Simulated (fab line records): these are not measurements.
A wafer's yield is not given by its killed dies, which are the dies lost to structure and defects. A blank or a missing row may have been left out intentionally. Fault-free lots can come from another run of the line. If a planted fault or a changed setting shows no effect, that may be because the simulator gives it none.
A lot that was struck, set against a sound lot | flow sky130 | 16 steps out of a route of 708
Sound: these wafers, L928.1, L928.3, L928.6. Struck: wafers L935.2, L935.3, L935.5. The cause comes at the end.
Per side, at each step with rows, come the tool, then ch with its chambers, and then its first start. Under that, the readings that differ: sound wafers | struck wafers | difference of the means | sigmas: that difference in standard deviations of wafers without a fault.
alike: same words and numbers on both sides, and readings whose means sit less than 2 such deviations apart. not compared: any withheld reading, any reading some wafer has no value for, any bound like >300 that may hide the same value, and any number with overlapping values for which the record gives no deviation.
The two part at a step that has a row with sigmas, a row that says differs or no value, or rows on one side only. Numbers that don't overlap but have no deviation are shown without sigmas and don't part them. A reading missing from all wafers of one side parts the sides only when that side holds two or more wafers.

first, 1 step without rows for these wafers: SKY_POLY_CUT_DEVELOP_07 (develop time 60 s).
SKY_POLY_CUT_CD_MEAS_08: target cd 270 nm.
  struck on cdSem-02, day 29 10:31; sound on cdSem-02, day 27 16:58
  alike: cdNm
SKY_POLY_CUT_OVL_MEAS_09:
  struck on overlay-02, day 29 10:38; sound on overlay-02, day 27 17:05
  alike: POLY_CUT_OVL
SKY_POLY_CUT_ETCH_10: etches BARC in N2/H2, stops on SiO2, time 45.9 s, target depth 60 nm.
  sound on rieDiel-03 ch 0,3, day 27 17:07; struck on rieDiel-02 ch 0,1,2, day 29 10:40
  alike: drypumpMotorCurrentA, oesProductAu, throttleValvePct
  not compared: rfHoursCounterH
SKY_POLY_CUT_ETCH_11: etches Si3N4 in CF4/CH2F2/Ar, stops on poly-Si, time 42.5 s, target depth 60 nm.
  sound on rieDiel-03 ch 0,3, day 27 17:10; struck on rieDiel-02 ch 0,1,2, day 29 10:42
  alike: drypumpMotorCurrentA, oesProductAu, throttleValvePct
  not compared: rfHoursCounterH
SKY_POLY_CUT_STRIP_12: strips in O2/N2.
  sound on plasmaAsher-02 ch 0,1, day 27 17:12; struck on plasmaAsher-02 ch 0,1, day 29 10:44
  alike: drypumpMotorCurrentA, oesProductAu, stripTimeToEndpointS
  not compared: rfHoursCounterH
then, 6 steps without rows for these wafers: SKY_SD_P_DEHYDRATE_00 (time 60 s); SKY_SD_P_HMDS_01 (prime time 60 s); SKY_SD_P_COAT_02 (resist thk 1140 nm); SKY_SD_P_SOFTBAKE_03 (time 60 s); SKY_SD_P_EXPOSE_04 (exposes mask PSDM, target cd 380 nm); SKY_SD_P_PEB_05.
SKY_SD_P_DEVELOP_06: develop time 60 s.
  sound on lithoTrack-02 ch 0, day 28 21:45; struck on lithoTrack-02 ch 0, day 30 14:35
reading            | sound             | struck            | difference | sigmas
developerTempC (C) | 23.07 23.23 22.98 | 20.94 20.80 20.87 | -2.22      | -20
  alike: chillPlateTempC
SKY_SD_P_CD_MEAS_07: target cd 380 nm.
  struck on cdSem-02, day 30 15:01; sound on cdSem-02, day 28 21:54
reading   | sound             | struck            | difference | sigmas
cdNm (nm) | 375.7 377.0 379.4 | 389.1 391.2 388.2 | +12.1      | +5
  not compared: hold
SKY_SD_P_OVL_MEAS_08:
  struck on overlay-01, day 30 20:00; sound on overlay-02, day 28 22:01
reading       | sound       | struck                                                                  | difference                   | sigmas
hold          | - - -       | awaitDispo/4.9h/release awaitDispo/4.9h/release awaitDispo/4.9h/release | no value on the sound wafers | 
SD_P_OVL (nm) | 3.1 3.1 0.8 | -0.4 -0.3 -0.1                                                          | -2.6                         | -2
-- the record jumps here: 19 days lie between the struck wafers' starts before and after (it left off in module SD_P and takes up again in module PAD_OPEN, whose first step shown is number 708 of the route) --
SKY_PAD_OPEN_PROBE_99:
  struck on prober-02, day 49 10:50; sound on prober-01, day 48 08:56
  alike: killed_at_M0_to_M3, killed_at_M4_up, killedAtContacts, killedAtFrontEnd, killedAtOther, killedDies, killedOpen, killedShort

## WHERE THEY PART
First at SKY_SD_P_DEVELOP_06; last, within this record, at SKY_SD_P_OVL_MEAS_08. Later steps at which nothing parts them and some readings are alike: SKY_PAD_OPEN_PROBE_99.

WHY: what the simulator had put in
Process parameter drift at SKY_SD_P_DEVELOP_06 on lithoTrack-02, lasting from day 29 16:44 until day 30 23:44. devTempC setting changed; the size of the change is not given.
